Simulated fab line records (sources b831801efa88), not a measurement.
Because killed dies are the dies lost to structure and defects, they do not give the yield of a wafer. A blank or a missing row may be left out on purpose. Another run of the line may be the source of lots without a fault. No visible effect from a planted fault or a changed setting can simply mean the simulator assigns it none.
Which tool did it? + flow sky130 + route of 708 steps, sampled at 1 step: 10 lots, 30 wafers

WHAT THE GAUGES SHOWED, per wafer
SKY_CONTACT_RS_MEAS_25: a four-point-probe measurement.
| lot  | measured     | on            | CONTACT_W_RS (ohm/sq) |
|------|--------------|---------------|-----------------------|
| L953 | day 32 03:20 | film-metro-03 | 0.340 0.338 0.328     |
| L955 | day 33 09:11 | film-metro-03 | 0.333 0.340 0.333     |
| L957 | day 33 17:59 | film-metro-03 | 0.340 0.342 0.342     |
| L958 | day 33 18:46 | film-metro-03 | 0.329 0.331 0.340     |
| L963 | day 36 00:23 | film-metro-04 | 0.340 0.341 0.337     |
| L964 | day 36 06:38 | film-metro-03 | 0.343 0.342 0.345     |
| L966 | day 37 00:41 | film-metro-04 | 0.332 0.343 0.341     |
| L971 | day 38 02:22 | film-metro-01 | 0.343 0.338 0.342     |
| L972 | day 38 05:01 | film-metro-03 | 0.339 0.336 0.333     |
| L974 | day 38 21:10 | film-metro-03 | 0.338 0.335 0.337     |

WHAT TOOL EACH LOT RAN ON (gives the tool, then ch and the chambers of the sampled wafers, and finally the start)
The record holds no process step before these readings.

THE ANSWER, worked out from the rows above alone
Rule: what is usual is taken from the lots themselves. The widest of any qualifying gaps counts: lots, ordered by their means at a reading, are off when they make up no more than a third of the lots, leave a main group of 4 or more, and stand apart from it by 3 or more times the standard deviation of that group's means. The tables above print the reading to a certain number of digits; a main group whose means all agree to those digits is not used. Also off: a lot with no number at a reading for which 4 or more lots have one. The other lots that the step has rows for count as sound.
Across all readings shown, no lot is off: no conclusion can be drawn from this.

WHAT THE SIMULATOR HAD INSERTED
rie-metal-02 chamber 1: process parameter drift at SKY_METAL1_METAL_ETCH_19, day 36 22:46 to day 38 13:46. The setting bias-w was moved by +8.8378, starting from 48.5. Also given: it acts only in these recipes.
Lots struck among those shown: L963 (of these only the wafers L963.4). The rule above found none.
